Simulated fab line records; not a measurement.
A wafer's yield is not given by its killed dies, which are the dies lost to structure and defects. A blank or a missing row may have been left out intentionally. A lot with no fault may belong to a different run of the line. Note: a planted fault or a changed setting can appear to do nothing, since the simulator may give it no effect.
One fault through the eyes of 2 desks || flow sky130 || only its own numbers are on each desk; what lay behind them is given at the end

## THE TOOL OWNER'S DESK: plasmaAsher-03
The tool's own readings at SKY_LOCAL_INTERCONNECT_STRIP_15 (strips in O2/N2): means of the sampled wafers that have a number, for each lot that ran on this tool. A lot is out of limits, marked OUT, if its mean lies more than 4 standard deviations from the usual mean; the brackets give that distance.
Columns: A = drypumpMotorCurrentA at SKY_LOCAL_INTERCONNECT_STRIP_15, usual 5.9 A; B = oesProductAu at SKY_LOCAL_INTERCONNECT_STRIP_15, usual 0.427 a.u.; C = stripTimeToEndpointS at SKY_LOCAL_INTERCONNECT_STRIP_15, usual 4.727 s
{"lot": "L172", "first seen here": "day 32 04:20", "A": 5.5, "B": 0.423, "C": 4.743}
{"lot": "L185", "first seen here": "day 36 04:05", "A": 5.5, "B": 0.426, "C": 4.711}
{"lot": "L187", "first seen here": "day 36 19:25", "A": 5.5, "B": 0.426, "C": 4.733}
This desk's finding: nothing out of limits on any of the 3 lots.

## AT THE METROLOGY DESK
What the gauges read, lot by lot, whatever tool the lot ran on: means of the sampled wafers that have a number. A lot is out of limits, marked OUT, if its mean lies more than 4 standard deviations from the usual mean; the brackets give that distance. 7 of its 8 readings are shown, namely those furthest out on some lot.
Columns: A = cdNm at SKY_LOCAL_INTERCONNECT_CD_MEAS_11, usual 169.8 nm; B = LOCAL_INTERCONNECT_OVL at SKY_LOCAL_INTERCONNECT_OVL_MEAS_12, usual -3 nm; C = CONTACT_CVD_00_THK at SKY_CONTACT_THK_MEAS_01, usual 75.2 nm; D = CONTACT_HDPCVD_THK at SKY_CONTACT_THK_MEAS_03, usual 567 nm; E = CONTACT_BOW at SKY_CONTACT_BOW_MEAS_05, usual 83 um; F = cdNm at SKY_CONTACT_CD_MEAS_14, usual 170.1 nm; G = CONTACT_OVL at SKY_CONTACT_OVL_MEAS_15, usual -5 nm
{"lot": "L172", "first seen here": "day 32 04:05", "A": 169.2, "B": -10, "C": 75.4, "D": 568, "E": 73, "F": 167.1, "G": -3}
{"lot": "L171", "first seen here": "day 32 12:38", "A": 169.5, "B": -2, "C": 76.9, "D": 565, "E": 76, "F": 170.1, "G": -4}
{"lot": "L173", "first seen here": "day 32 21:30", "A": 171.5, "B": -7, "C": 74.4, "D": 562, "E": 76, "F": 171.5, "G": -10}
{"lot": "L181", "first seen here": "day 34 22:38", "A": 168.8, "B": 1, "C": 74.2, "D": 571, "E": 87, "F": 169.6, "G": -3}
{"lot": "L185", "first seen here": "day 36 03:50", "A": 169.0, "B": -9, "C": 73.6, "D": 556, "E": 84, "F": 170.1, "G": -10}
{"lot": "L187", "first seen here": "day 36 19:10", "A": 171.0, "B": 1, "C": 76.5, "D": 570, "E": 80, "F": 170.2, "G": -7}
This desk's finding: nothing out of limits on any of the 6 lots.

## ALL TOGETHER
The desk of the tool owner found nothing out of limits.
The metrology desk saw nothing out of limits.

## WHAT THE SIMULATOR HAD PUT IN
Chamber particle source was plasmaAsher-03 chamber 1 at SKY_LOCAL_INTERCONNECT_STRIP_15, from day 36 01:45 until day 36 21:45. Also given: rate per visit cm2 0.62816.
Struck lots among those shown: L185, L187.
